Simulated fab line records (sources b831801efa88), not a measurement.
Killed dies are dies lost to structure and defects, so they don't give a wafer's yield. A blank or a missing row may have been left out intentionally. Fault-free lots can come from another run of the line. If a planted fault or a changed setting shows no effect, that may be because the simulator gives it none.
Which of the tools did it? :: flow gf180mcu :: 6 lots with 18 wafers sampled at 2 steps, on a route of 602 steps

WHAT EACH GAUGE READ, for each wafer
GF_HV_LDD_CD_MEAS_46 targets a cd of 400 nm.
lot: L466
measured: day 12 13:46
on: cd_sem-01
cd_nm (nm): 398.9 398.8 396.9

lot: L469
measured: day 13 12:45
on: cd_sem-02
cd_nm (nm): 395.5 398.0 398.2

lot: L474
measured: day 15 09:13
on: cd_sem-02
cd_nm (nm): - - -

lot: L481
measured: day 18 02:00
on: cd_sem-01
cd_nm (nm): 391.7 393.6 392.8

lot: L482
measured: day 18 03:58
on: cd_sem-02
cd_nm (nm): 392.7 394.5 392.7

lot: L486
measured: day 19 17:03
on: cd_sem-02
cd_nm (nm): 396.3 396.4 395.4

WHICH TOOL RAN EACH LOT (tool, then ch and the chambers of the sampled wafers, then the start)
lot: L466
GF_HV_LDD_EXPOSE_43: iline_stepper-01 ch 0, day 12 04:44

lot: L469
GF_HV_LDD_EXPOSE_43: iline_stepper-02 ch 0, day 13 03:01

lot: L474
GF_HV_LDD_EXPOSE_43: iline_stepper-01 ch 0, day 14 22:03

lot: L481
GF_HV_LDD_EXPOSE_43: iline_stepper-01 ch 0, day 17 13:59

lot: L482
GF_HV_LDD_EXPOSE_43: iline_stepper-01 ch 0, day 17 16:16

lot: L486
GF_HV_LDD_EXPOSE_43: iline_stepper-01 ch 0, day 19 05:30
- GF_HV_LDD_EXPOSE_43: exposes mask Pplus HV AREA, target cd 400 nm.

THE ANSWER, worked out from the rows above alone
Rule: the lots themselves supply what counts as usual. Put in order of their means at a reading, lots are off if they are a third of the lots or fewer, leave a main group of 4 or more, and stand apart from it by a gap of 3 or more times the standard deviation of the main group's means; of several such gaps the widest counts. A main group whose means are all the same, to the digits that the tables above print for the reading, isn't used. A lot without any number at a reading at which 4 lots or more have one is off too. Any other lot the step has rows for is counted as sound.
Off: L474 (GF_HV_LDD_CD_MEAS_46, cd_nm). Without a number there: L474. Mean 395.5 nm and standard deviation 2.2 in the main group.
A tool fits if, at a process step before that reading, it ran every lot that is off, and no sound lot after the first of them. Gauges at GF_HV_LDD_CD_MEAS_46: tried the same way as those tools. Not one of the candidates tried fits.

WHAT HAD BEEN PUT IN BY THE SIMULATOR
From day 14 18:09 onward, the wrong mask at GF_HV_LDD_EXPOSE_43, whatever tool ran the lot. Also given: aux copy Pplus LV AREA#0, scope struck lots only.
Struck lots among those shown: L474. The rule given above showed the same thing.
